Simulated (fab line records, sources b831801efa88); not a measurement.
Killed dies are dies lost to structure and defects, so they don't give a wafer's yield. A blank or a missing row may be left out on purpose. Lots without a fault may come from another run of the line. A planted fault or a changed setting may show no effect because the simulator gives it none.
Which tool did it? | flow gf180mcu | 14 lots, 42 wafers sampled, at 5 steps of a route of 602

WHAT THE GAUGES READ, wafer by wafer
GF_STI_THK_MEAS_30. Usual: STI_OXIDATION_02_THK 9.90 nm, standard deviation 0.22.
lot  | measured    | on            | STI_OXIDATION_02_THK (nm)     | flag
L658 | day 2 06:07 | film_metro-04 | 9.62 9.53 9.63                |
L659 | day 2 11:39 | film_metro-03 | 9.46 9.43 9.40                |
L661 | day 2 23:55 | film_metro-01 | 9.77 9.70 9.90                |
L662 | day 3 07:36 | film_metro-03 | 9.93 9.96 10.09               |
L663 | day 3 12:44 | film_metro-04 | 9.71 9.80 9.81                |
L665 | day 3 19:49 | film_metro-03 | 10.07 10.01 10.02             |
L666 | day 4 02:38 | film_metro-01 | 9.82 9.86 9.71                |
L667 | day 4 08:28 | film_metro-03 | 9.88 9.94 9.87                |
L668 | day 4 10:16 | film_metro-03 | 7.32 7.09 7.23 7.31 7.07 7.25 | OFF
L671 | day 5 01:47 | film_metro-01 | 7.28 7.29 7.29 7.25 7.27 7.29 | OFF
L677 | day 6 06:50 | film_metro-04 | 10.00 10.02 10.05             |
L678 | day 6 12:55 | film_metro-04 | 9.91 9.73 9.83                |
L680 | day 6 22:57 | film_metro-03 | 10.21 10.12 10.12             |
L681 | day 7 05:41 | film_metro-03 | 10.25 10.33 10.23             |

GF_MVSD_OVL_MEAS_07. Usual: MVSD_OVL -0.9 nm, standard deviation 1.2.
lot  | measured     | on         | MVSD_OVL (nm)  | flag
L658 | day 4 09:35  | overlay-02 | 0.5 0.9 -1.2   |
L659 | day 4 16:14  | overlay-02 | -2.4 0.8 -2.8  |
L661 | day 5 05:06  | overlay-01 | -0.2 -0.1 -0.2 |
L662 | day 5 15:36  | overlay-02 | -0.7 -1.8 -2.9 |
L663 | day 5 20:20  | overlay-02 | -0.5 -1.7 -1.6 |
L665 | day 6 04:35  | overlay-02 | -1.5 -3.3 -1.2 |
L666 | day 6 12:06  | overlay-02 | -1.2 -2.1 -2.0 |
L667 | day 6 17:09  | overlay-02 | -0.8 -0.8 -1.2 |
L668 | day 6 22:39  | overlay-02 | -1.2 -3.1 -0.6 |
L671 | day 7 15:33  | overlay-01 | -1.1 -3.1 -1.7 |
L677 | day 8 22:27  | overlay-02 | -2.3 -0.6 -1.6 |
L678 | day 9 05:26  | overlay-01 | -1.8 -1.5 -1.3 |
L680 | day 9 18:01  | overlay-02 | -2.9 -2.3 -0.1 |
L681 | day 10 00:56 | overlay-02 | -0.8 -0.6 1.9  |

GF_POLY_GATE_THK_MEAS_01. Usual: POLY_GATE_CVD_00_THK 199.6 nm, standard deviation 1.9.
lot  | measured     | on            | POLY_GATE_CVD_00_THK (nm) | flag
L658 | day 8 11:13  | film_metro-03 | 198.0 197.8 197.1         |
L659 | day 8 17:44  | film_metro-03 | 201.2 201.7 201.2         |
L661 | day 9 09:40  | film_metro-01 | 200.4 200.8 199.9         |
L662 | day 9 22:46  | film_metro-03 | 198.7 200.7 197.7         |
L663 | day 10 03:18 | film_metro-01 | 199.9 200.4 199.5         |
L665 | day 10 13:50 | film_metro-03 | 202.7 204.0 204.9         |
L666 | day 10 23:10 | film_metro-01 | 199.2 200.1 198.8         |
L667 | day 11 06:34 | film_metro-03 | 196.8 197.5 199.4         |
L668 | day 11 12:32 | film_metro-02 | 197.9 199.8 198.4         |
L671 | day 12 12:08 | film_metro-03 | 197.6 195.1 199.6         |
L677 | day 13 23:37 | film_metro-03 | 200.0 200.4 200.5         |
L678 | day 14 06:25 | film_metro-01 | 198.9 199.3 199.0         |
L680 | day 14 18:32 | film_metro-02 | 198.1 198.7 198.4         |
L681 | day 15 05:14 | film_metro-02 | 202.4 203.7 203.2         |

GF_HV_LDD_TW_MEAS_23. Usual: HV_LDD_2_TW 1055, standard deviation 7.6.
lot  | measured     | on            | HV_LDD_2_TW    | flag
L658 | day 10 19:29 | film_metro-02 | 1052 1061 1062 |
L659 | day 11 01:29 | film_metro-02 | 1054 1061 1053 |
L661 | day 11 17:44 | film_metro-02 | 1060 1060 1063 |
L662 | day 12 08:46 | film_metro-04 | 1051 1044 1046 |
L663 | day 12 14:37 | film_metro-02 | 1058 1060 1059 |
L665 | day 13 00:59 | film_metro-01 | 1053 1055 1054 |
L666 | day 13 10:05 | film_metro-01 | 1060 1059 1055 |
L667 | day 13 22:52 | film_metro-01 | 1057 1057 1059 |
L668 | day 14 05:50 | film_metro-02 | 1056 1058 1064 |
L671 | day 15 01:35 | film_metro-01 | 1073 1064 1067 |
L677 | day 16 18:05 | film_metro-02 | 1055 1052 1049 |
L678 | day 17 01:26 | film_metro-01 | 1066 1060 1064 |
L680 | day 17 15:39 | film_metro-01 | 1067 1067 1062 |
L681 | day 18 03:07 | film_metro-02 | 1050 1045 1051 |

WHICH TOOL RAN EACH LOT (tool, then ch and the chambers of the sampled wafers, then the start)
lot  | GF_STI_OXIDATION_29
L658 | furnace-01 ch 0, day 2 04:43
L659 | furnace-01 ch 0, day 2 10:15
L661 | furnace-01 ch 0, day 2 22:31
L662 | furnace-02 ch 0, day 3 06:11
L663 | furnace-02 ch 0, day 3 11:20
L665 | furnace-01 ch 0, day 3 18:25
L666 | furnace-01 ch 0, day 4 01:14
L667 | furnace-02 ch 0, day 4 07:04
L668 | furnace-01 ch 0, day 4 08:52
L671 | furnace-01 ch 0, day 5 00:23
L677 | furnace-02 ch 0, day 6 05:26
L678 | furnace-02 ch 0, day 6 11:31
L680 | furnace-02 ch 0, day 6 21:32
L681 | furnace-02 ch 0, day 7 04:17
- GF_STI_OXIDATION_29: stabilise 600 s, purge 300 s, target thk 10 nm.

WHAT THE TOOLS THEMSELVES READ (means of the sampled wafers that have a number; where no wafer has one, the mark that the record gives instead)
The record holds no such reading with a usual standard deviation.

THE ANSWER, worked out from the rows above alone
Rule: a lot is off if the mean of its wafers that have a number lies more than 3 standard deviations from the usual mean. A lot without any number at a reading at which 4 lots or more have one is off too. The other lots that the step has rows for count as sound. The gauges are gone through in route order, then the tools' own readings, and for those a lot's mean is taken as printed above. The first step at which some lot is off is used, and at that step the reading that is off furthest; a lot without a number counts as furthest.
Off: L668, L671, at GF_STI_THK_MEAS_30 (STI_OXIDATION_02_THK).
A tool fits if, at a process step before that reading, it ran every lot that is off, and no sound lot after the first of them. The gauges at GF_STI_THK_MEAS_30 are tried like those tools. One fits: furnace-01 at GF_STI_OXIDATION_29. Its last sound lot is L666 (day 4 01:14), its first lot that is off L668 (day 4 08:52): a fault that began between those two fits.

WHAT THE SIMULATOR HAD PUT IN
Process parameter drift: furnace-01, from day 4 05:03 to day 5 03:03, at GF_STI_OXIDATION_29. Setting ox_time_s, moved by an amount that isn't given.
Lots struck among those shown: L668, L671. The rule above found the same.
